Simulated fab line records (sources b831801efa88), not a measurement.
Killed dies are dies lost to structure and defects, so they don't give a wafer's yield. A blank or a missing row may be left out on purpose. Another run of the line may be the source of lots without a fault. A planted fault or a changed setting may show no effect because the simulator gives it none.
Problem report in the 8D (eight disciplines) form, filled by code -- flow gf180mcu -- the parts of the form that need people (team, actions taken, sign-off) are left out

1. WHAT WENT WRONG
At GF_CONTACT_ETCH_17, bias w averages 1007 W over 6 wafers from 2 lots, while fault-free wafers read 1200 W, standard deviation 3.4. Measured from the usual mean, that is -57 standard deviations.
The step: etches SiO2 in C4F8/O2/Ar, stops on CoSi2, target depth 860 nm.
The first sign was on wafer L815.1 at day 21 14:00, on rie diel-02. Wafers with a number at this step in the record: 39, from 13 lots. The rule behind "out" and "out of limits": a value lying over 4 standard deviations away from the usual mean. The rest of the wafers with a number are treated as sound.

2. WHAT IT IS, AND WHAT IT ISN'T
question,is,is not
which readings at this step,bias w,oes product au
which lots,"L815, L818","L801, L802, L803, L805, L806, L810, L811, L812, L814, L816, L824"
which wafers of those lots,all that have a number,-
read on which tools,rie diel-02,"rie diel-01, rie diel-03"
when,from day 21 14:00,"up to then (27 sound wafers); but 6 sound wafers of L816, L824 came after"

3. SUSPECTS, AND WHAT RULES EACH OUT
Counting: a tool stays on the suspect list if, at a process step up to the reading, it processed all lots that are out and no sound lot following the first of them.
- rie diel-02 at GF_CONTACT_ETCH_16 (etches BARC in N2/H2): kept. Every lot that is out went through it, starting with L815 (day 21 14:44), and after that it ran no sound lot; the last sound lot it ran before then is L814 (day 21 05:33).
- rie diel-02 at GF_CONTACT_ETCH_17 (etches SiO2 in C4F8/O2/Ar, stops on CoSi2, target depth 860 nm): kept. Every lot that is out went through it, starting with L815 (day 21 14:00), and after that it ran no sound lot; the last sound lot it ran before then is L814 (day 21 05:00). On those wafers its own readings are out: bias w.
What counting leaves: rie diel-02 at GF_CONTACT_ETCH_16 and rie diel-02 at GF_CONTACT_ETCH_17.

4. THE CAUSE (what the simulator had put in)
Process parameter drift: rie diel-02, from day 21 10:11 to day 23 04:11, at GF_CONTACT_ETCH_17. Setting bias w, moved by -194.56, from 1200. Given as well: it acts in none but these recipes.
Counting left 2 suspects, and this tool is among them.

5. THE CHAIN OF EFFECTS, in route order
Each row: a reading where the mean over the struck wafers with a number is more than 3 standard deviations away from the usual. Readings are gone through only where the record gives a usual standard deviation; hours: the median, over the lots, of the time from a lot's start at the first step in this table giving one to that lot's start at this step; sigmas: the change measured in usual standard deviations.
hours,step,reading,usual,on struck wafers,change,sigmas
0,GF_CONTACT_ETCH_17,bias w,1200 W,1007,-193,-57
Here are the process steps it includes:
- GF_CONTACT_ETCH_17: etches SiO2 in C4F8/O2/Ar, stops on CoSi2, target depth 860 nm.

6. HOW IT WOULD HAVE BEEN CAUGHT EARLIER
First out-of-limits reading in this record: day 21 14:00, which is 4 hours after fault onset at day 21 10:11.
